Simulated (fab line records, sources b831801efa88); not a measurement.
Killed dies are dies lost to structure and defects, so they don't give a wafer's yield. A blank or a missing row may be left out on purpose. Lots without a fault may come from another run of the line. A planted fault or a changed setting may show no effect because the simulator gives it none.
A struck lot beside a sound one | flow gf180mcu | 14 steps out of a route of 602
Sound: wafers L754.1, L754.2, L754.6. Struck: wafer L762.4. (L762.5 of the same lot was not struck and is left out.) The cause comes at the end.
At each step with rows: each side's tool, then ch and its chambers, then its first start. Under that, the readings that differ: sound wafers | struck wafers | difference of the means | sigmas: that difference in standard deviations of wafers without a fault.
alike: readings whose means differ by less than 2 such deviations, and words and numbers that are the same on both sides. not compared: withheld readings, readings that some wafer has no value for, bounds like >300 that may hide the same value, and numbers for which the record gives no deviation and whose values overlap.
The two part at a step that has a row with sigmas, a row that says differs or no value, or rows on one side only. Numbers that don't overlap but have no deviation are shown without sigmas and don't part them. A reading that every wafer of one side lacks parts them only if that side has two wafers or more.

first, 4 steps without rows for these wafers: GF_V2_SOFTBAKE_10 (time 60 s); GF_V2_EXPOSE_11 (exposes mask Via2, target cd 260 nm); GF_V2_PEB_12 (peb time 90 s); GF_V2_DEVELOP_13 (develop time 60 s).
GF_V2_CD_MEAS_14: target cd 260 nm.
  sound on cd_sem-02, day 20 15:45; struck on cd_sem-02, day 24 07:34
  alike: cd_nm
GF_V2_OVL_MEAS_15:
  sound on overlay-02, day 20 15:52; struck on overlay-02, day 24 07:39
  alike: V2_OVL
GF_V2_ETCH_16: etches BARC in N2/H2.
  sound on rie_diel-04 ch 0,3, day 20 15:55; struck on rie_diel-04 ch 2, day 24 07:40
  alike: drypump_motor_current_A, oes_product_au, throttle_valve_pct
GF_V2_ETCH_17: etches SiO2 in C4F8/O2/Ar, stops on TiN, target depth 630 nm.
  sound on rie_diel-04 ch 0,3; struck on rie_diel-04 ch 2
  alike: oes_product_au
GF_V2_STRIP_18: strips in O2/N2.
  sound on plasma_asher-02 ch 0,1, day 20 16:02; struck on plasma_asher-02 ch 0, day 24 07:50
  alike: drypump_motor_current_A, heater_power_w, oes_product_au, platen_temp_c
  not compared: rf_hours_counter_h
then, 2 steps without rows for these wafers: GF_V2_STRIP_19 (strips in post etch residue remover, time 1200 s); GF_V2_CLEAN_20 (cleans in DIW).
GF_V2_SPUTTER_21: material Ti, target thk 15 nm, time 80.02 s.
  sound on pvd_sputter-01, day 20 16:34; struck on pvd_sputter-01, day 24 08:22
  alike: throttle_valve_pct
GF_V2_SPUTTER_22: material TiN, target thk 10 nm, time 40 s.
  sound on pvd_sputter-01, day 20 16:38; struck on pvd_sputter-01, day 24 08:25
  reading                                | sound             | struck | difference | sigmas
  model.TiN_of_V2_SPUTTER_22.thk_nm (nm) | 9.876 9.971 9.963 | 7.631  | -2.306     |
  alike: throttle_valve_pct
GF_V2_CVD_23: deposits W, target thk 350 nm, time 104.94 s.
  sound on cvd_w-02 ch 0,1, day 20 16:40; struck on cvd_w-01 ch 0, day 24 08:29
  reading            | sound       | struck | difference | sigmas
  heater_power_w (W) | 912 874 872 | 819    | -67        | -2
  alike: susceptor_temp_C

WHERE THEY PART
Only at GF_V2_CVD_23, within this record.

WHY: what the simulator had put in
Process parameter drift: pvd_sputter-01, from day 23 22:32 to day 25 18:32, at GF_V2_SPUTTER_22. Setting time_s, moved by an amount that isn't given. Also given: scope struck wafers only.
